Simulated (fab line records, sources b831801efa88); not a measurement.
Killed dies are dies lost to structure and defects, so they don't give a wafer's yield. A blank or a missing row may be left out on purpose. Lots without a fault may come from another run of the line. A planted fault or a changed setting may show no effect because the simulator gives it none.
One fault seen from 2 desks | flow sky130 | each desk has only its own numbers; what lay behind them comes last

THE TOOL OWNER'S DESK: rie_diel-01
The tool's own readings at SKY_VIA3_ETCH_14 (etches BARC in N2/H2, stops on SiO2, time 45.9 s, target depth 60 nm): means of the sampled wafers that have a number, for each lot that ran on this tool. A lot is out of limits, marked OUT, if its mean lies more than 4 standard deviations from the usual mean; the brackets give that distance.
Columns: A = chamber_pressure_mTorr at SKY_VIA3_ETCH_14, usual 30.00 mTorr; B = drypump_motor_current_A at SKY_VIA3_ETCH_14, usual 5.7 A; C = n2_flow_sccm at SKY_VIA3_ETCH_14, usual 100.04 sccm; D = oes_product_au at SKY_VIA3_ETCH_14, usual 0.855 a.u.; E = run_length_s at SKY_VIA3_ETCH_14, usual 74.3 s; F = throttle_valve_pct at SKY_VIA3_ETCH_14, usual 13.225 %
lot  | first seen here | A     | B   | C      | D                | E               | F
L966 | day 41 06:19    | 30.02 | 5.7 | 100.13 | 0.852            | 74.5            | 13.228
L974 | day 43 02:18    | 30.03 | 6.0 | 99.99  | 0.857            | 74.4            | 13.231
L980 | day 44 07:36    | 30.01 | 5.3 | 99.77  | 0.880 (+5.6) OUT | 72.6 (-4.6) OUT | 13.227
This desk's finding: out of limits on L980; first on L980, day 44 07:36 (oes_product_au at SKY_VIA3_ETCH_14). In limits: L966, L974.

THE METROLOGY DESK
What the gauges read, lot by lot, whatever tool the lot ran on: means of the sampled wafers that have a number. A lot is out of limits, marked OUT, if its mean lies more than 4 standard deviations from the usual mean; the brackets give that distance.
Columns: A = CAP2M_CVD_00_THK at SKY_CAP2M_THK_MEAS_01, usual 15.54 nm
lot  | first seen here | A
L966 | day 41 07:53    | 15.32
L965 | day 41 10:02    | 15.25
L969 | day 41 13:38    | 15.48
L970 | day 41 18:52    | 15.50
L971 | day 41 22:23    | 15.49
L972 | day 42 04:23    | 15.63
L973 | day 42 16:10    | 15.30
L974 | day 43 03:50    | 15.81
L980 | day 44 09:11    | 15.87
L984 | day 45 12:08    | 15.37
L986 | day 45 20:07    | 15.70
This desk's finding: nothing out of limits on any of the 11 lots.

PUT TOGETHER
The tool owner's desk could have raised an alarm at day 44 07:36, on L980.
The metrology desk saw nothing out of limits.
The metrology desk has L980 on record, within its limits.
Of the lots named, all ran SKY_VIA3_ETCH_14 on rie_diel-01.

WHAT THE SIMULATOR HAD PUT IN
Process parameter drift: rie_diel-01, from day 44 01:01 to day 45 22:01, at SKY_VIA3_ETCH_14. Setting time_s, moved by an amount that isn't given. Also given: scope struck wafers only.
Lots struck among those shown: L980.
Hours from the fault's start to each desk's first reading out of limits: the tool owner's desk, 7.
